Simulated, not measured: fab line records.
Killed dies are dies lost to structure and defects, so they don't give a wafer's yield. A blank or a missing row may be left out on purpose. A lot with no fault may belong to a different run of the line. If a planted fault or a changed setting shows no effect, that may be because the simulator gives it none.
A lot that was struck, set against a sound lot :: flow sky130 :: 15 out of 708 route steps
Sound: the wafers L363.1, L363.3, L363.5. Struck: wafers L371.2, L371.6 (left out: L371.3, a lot-mate that was not struck); the cause follows at the end.
For every step that has rows: the tool of each side, followed by ch and its chambers, followed by its first start. Under that, the readings that differ: sound wafers :: struck wafers :: difference of the means :: sigmas: that difference in standard deviations of wafers without a fault.
alike: same words and numbers on both sides, and readings whose means sit less than 2 such deviations apart. not compared: any withheld reading, any reading some wafer has no value for, any bound like >300 that may hide the same value, and any number with overlapping values for which the record gives no deviation.
Wherever a step has rows on one side only, a row that says differs or no value, or a row with sigmas, the two part there. Numbers that have no deviation but don't overlap get no sigmas and don't part them. Lack of a reading on every wafer of one side parts them only where that side has two or more wafers.

first, 1 step without rows for these wafers: SKY_FIELD_ISO_OXIDATION_22 (stabilise 600 s, purge 300 s, target thk 10 nm).
SKY_FIELD_ISO_THK_MEAS_23:
  sound on film-metro-03, day 3 03:03; struck on film-metro-04, day 4 20:49
  alike: FIELD_ISO_OXIDATION_01_THK
then, 1 step without rows for these wafers: SKY_FIELD_ISO_CVD_24 (deposits SiO2, target thk 595 nm, time 99.2 s).
SKY_FIELD_ISO_THK_MEAS_25:
  sound on film-metro-04, day 3 03:11; struck on film-metro-03, day 4 20:57
  alike: FIELD_ISO_CVD_24_THK
then, 1 step without rows for these wafers: SKY_FIELD_ISO_ANNEAL_26 (time 1800 s).
SKY_FIELD_ISO_CMP_27: polishes, stops on Si3N4, t overpolish 16 s, target thk 457.8 nm.
  sound on cmp-02 ch 1,2,3, day 3 05:12; struck on cmp-02 ch 0,1, day 4 22:30
reading: time-to-endpoint-s (s)
sound: 126 117 115
struck: 107 107
difference: -12
sigmas: -3
  alike: motor-current-A, overpolish-run-s
then, 5 steps without rows for these wafers: SKY_FIELD_ISO_WET_ETCH_28 (etches SiO2 in dHF, target depth 23.7 nm, time 47 s); SKY_FIELD_ISO_WET_ETCH_29 (etches Si3N4 in H3PO4, target depth 160 nm, time 1825 s); SKY_FIELD_ISO_WET_ETCH_30 (etches SiO2 in dHF, target depth 25 nm, time 50 s); SKY_NWELL_CLEAN_00 (cleans in SC1/SC2, time 150 s); SKY_NWELL_OXIDATION_01 (stabilise 600 s, purge 300 s, target thk 10 nm).
SKY_NWELL_THK_MEAS_02:
  sound on film-metro-01, day 3 08:14; struck on film-metro-02, day 5 01:45
  alike: NWELL_OXIDATION_THK
SKY_DNWELL_DEHYDRATE_00: time 60 s.
  sound on litho-track-03 ch 0, day 3 16:04; struck on litho-track-01 ch 0, day 5 09:36
reading: heater-power-total-W (W)
sound: 160.17 160.36 160.33
struck: 172.92 172.95
difference: +12.65
sigmas: +97

reading: run-length-s (s)
sound: 89.27 89.27 89.25
struck: 76.57 76.72
difference: -12.62
sigmas: -79
  alike: chill-plate-temp-C
then, 2 steps without rows for these wafers: SKY_DNWELL_HMDS_01 (prime time 60 s); SKY_PAD_OPEN_PROBE_99.

WHERE THEY PART
Last at SKY_DNWELL_DEHYDRATE_00 as far as this record goes, first at SKY_FIELD_ISO_CMP_27.

WHY: whatever the simulator had introduced
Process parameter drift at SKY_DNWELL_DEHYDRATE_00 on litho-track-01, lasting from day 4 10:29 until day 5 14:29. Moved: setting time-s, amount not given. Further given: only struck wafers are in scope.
